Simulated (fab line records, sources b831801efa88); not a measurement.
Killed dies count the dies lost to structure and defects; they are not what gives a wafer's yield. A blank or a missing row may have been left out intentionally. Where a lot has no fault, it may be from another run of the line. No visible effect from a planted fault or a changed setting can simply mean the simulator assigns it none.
A struck lot beside a sound one -- flow sky130 -- 34 steps out of a route of 708
Sound: wafers L778.2, L778.4, L778.6. Struck: wafer L769.6; the same lot's L769.2 was not struck, so it is left out; see the end for the cause.
For every step that has rows: the tool of each side, followed by ch and its chambers, followed by its first start. Under that, the readings that differ: sound wafers -- struck wafers -- difference of the means -- sigmas: that difference in standard deviations of wafers without a fault.
alike: readings whose means differ by less than 2 such deviations, and words and numbers that are the same on both sides. not compared: withheld readings, readings that some wafer has no value for, bounds like >300 that may hide the same value, and numbers for which the record gives no deviation and whose values overlap.
Wherever a step has rows on one side only, a row that says differs or no value, or a row with sigmas, the two part there. When numbers do not overlap yet have no deviation, they are printed without sigmas and do not part them. A reading missing from all wafers of one side parts the sides only when that side holds two or more wafers.

first, 8 steps without rows for these wafers: SKY_LOCAL_INTERCONNECT_ETCH_13 (etches BARC in N2/H2, stops on SiO2, time 45.9 s, target depth 60 nm); SKY_LOCAL_INTERCONNECT_METAL_ETCH_14 (etches TiN in Cl2/BCl3, stops on PSG, target depth 110 nm, time 31.4 s); SKY_LOCAL_INTERCONNECT_STRIP_15 (strips in O2/N2); SKY_LOCAL_INTERCONNECT_STRIP_16 (strips in post etch residue remover, time 1200 s); SKY_LOCAL_INTERCONNECT_CLEAN_17 (cleans in IPA, time 180 s); SKY_LOCAL_INTERCONNECT_CLEAN_18 (cleans in O3/DIW); SKY_CONTACT_CVD_00 (deposits Si3N4, target thk 75 nm); SKY_CONTACT_HDPCVD_02 (deposits SiO2, target thk 565 nm, time 94.2 s).
SKY_CONTACT_CMP_04: polishes SiO2.
  sound on cmp-02 ch 0,1,3, day 36 12:35; struck on cmp-01 ch 0, day 33 11:11
reading,sound,struck,difference,sigmas
time_to_endpoint_s (s),90 89 91,106,+16,+4
model.SiO2_of_CONTACT_HDPCVD_02.thk_nm (nm),340.1 340.2 340.9,419.5,+79.1,
  alike: motor_current_A
then, 9 steps without rows for these wafers: SKY_CONTACT_DEHYDRATE_06 (time 60 s); SKY_CONTACT_HMDS_07 (prime time 60 s); SKY_CONTACT_COAT_08 (resist thk 60 nm); SKY_CONTACT_COAT_09 (resist thk 450 nm); SKY_CONTACT_SOFTBAKE_10 (time 90 s); SKY_CONTACT_EXPOSE_11 (exposes mask CTM1, target cd 170 nm); SKY_CONTACT_PEB_12; SKY_CONTACT_DEVELOP_13 (develop time 60 s); SKY_CONTACT_ETCH_16 (etches BARC in N2/H2, stops on SiO2, time 45.9 s, target depth 60 nm).
SKY_CONTACT_ETCH_17: etches SiO2 in C4F8/O2/Ar, stops on Si3N4, target depth 340 nm.
  sound on rie_diel-03 ch 0,1,2, day 37 15:02; struck on rie_diel-02 ch 3, day 34 13:56
reading,sound,struck,difference,sigmas
oes_product_au (a.u.),0.889 0.896 0.894,1.005,+0.112,+23
model.CONTACT.feature_depth_nm (nm),340.1 340.2 340.9,412.3,+71.9,
model.etch.depth_nm (nm),340.1 340.2 340.9,412.3,+71.9,
then, 13 steps without rows for these wafers: SKY_CONTACT_ETCH_18 (etches Si3N4 in CHF3/O2, stops on TiN, time 39 s, target depth 75 nm); SKY_CONTACT_STRIP_19 (strips in O2/N2); SKY_CONTACT_STRIP_20 (strips in post etch residue remover, time 1200 s); SKY_CONTACT_CLEAN_21 (cleans in IPA, time 180 s); SKY_CONTACT_CLEAN_22 (cleans in O3/DIW); SKY_CONTACT_SPUTTER_23 (material TiN, target thk 20 nm, time 80 s); SKY_CONTACT_CVD_24 (deposits W, target thk 340 nm, time 102.12 s); SKY_CONTACT_CMP_27 (polishes, stops on SiO2, t overpolish 15 s, target thk 0 nm); SKY_METAL1_SPUTTER_00 (material Ti, target thk 15 nm, time 10 s); SKY_METAL1_SPUTTER_01 (material TiN, target thk 20 nm, time 16.7 s); SKY_METAL1_SPUTTER_02 (material AlCu, target thk 250 nm, time 13.3 s); SKY_METAL1_SPUTTER_03 (material Ti, target thk 5 nm, time 3.3 s); SKY_METAL1_SPUTTER_04 (material TiN, target thk 70 nm, time 58.3 s).
SKY_METAL1_METAL_ETCH_19: etches the open film in Cl2/BCl3, stops on SiO2, target depth 360 nm, time 78 s.
  sound on rie_metal-02 ch 0,1, day 38 18:15; struck on rie_metal-02 ch 1, day 35 17:42
reading,sound,struck,difference,sigmas
oes_product_au (a.u.),0.842 0.846 0.842,0.860,+0.017,+3
model.SiO2_of_CONTACT_HDPCVD_02.thk_nm (nm),326 326.1 326.7,405.6,+79.3,
  alike: drypump_motor_current_A, throttle_valve_pct
  not compared: rf_hours_counter_h
-- the record jumps here: 12 days lie between the struck wafers' starts before and after (it left off in module METAL1 and takes up again in module PAD_OPEN, whose first step shown is number 708 of the route) --
SKY_PAD_OPEN_PROBE_99:
  sound on prober-01, day 50 06:19; struck on prober-02, day 48 00:55
reading,sound,struck,difference,sigmas
killed_at_M0_to_M3,39 47 44,64,+21,+3
killed_at_contacts,19 21 14,180,+162,+32
killed_dies,70 86 71,261,+185,+19
killed_on_rim,19 20 13,47,+30,+7
killed_open,39 50 39,58,+15,+2
  alike: killed_at_M4_up, killed_at_front_end, killed_at_other, killed_short

WHERE THEY PART
Earliest at SKY_CONTACT_CMP_04; latest, in this record, at SKY_PAD_OPEN_PROBE_99.

WHY: whatever the simulator had introduced
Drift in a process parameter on cmp-01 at SKY_CONTACT_CMP_04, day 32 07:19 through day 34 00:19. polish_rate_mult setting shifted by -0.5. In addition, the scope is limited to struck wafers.
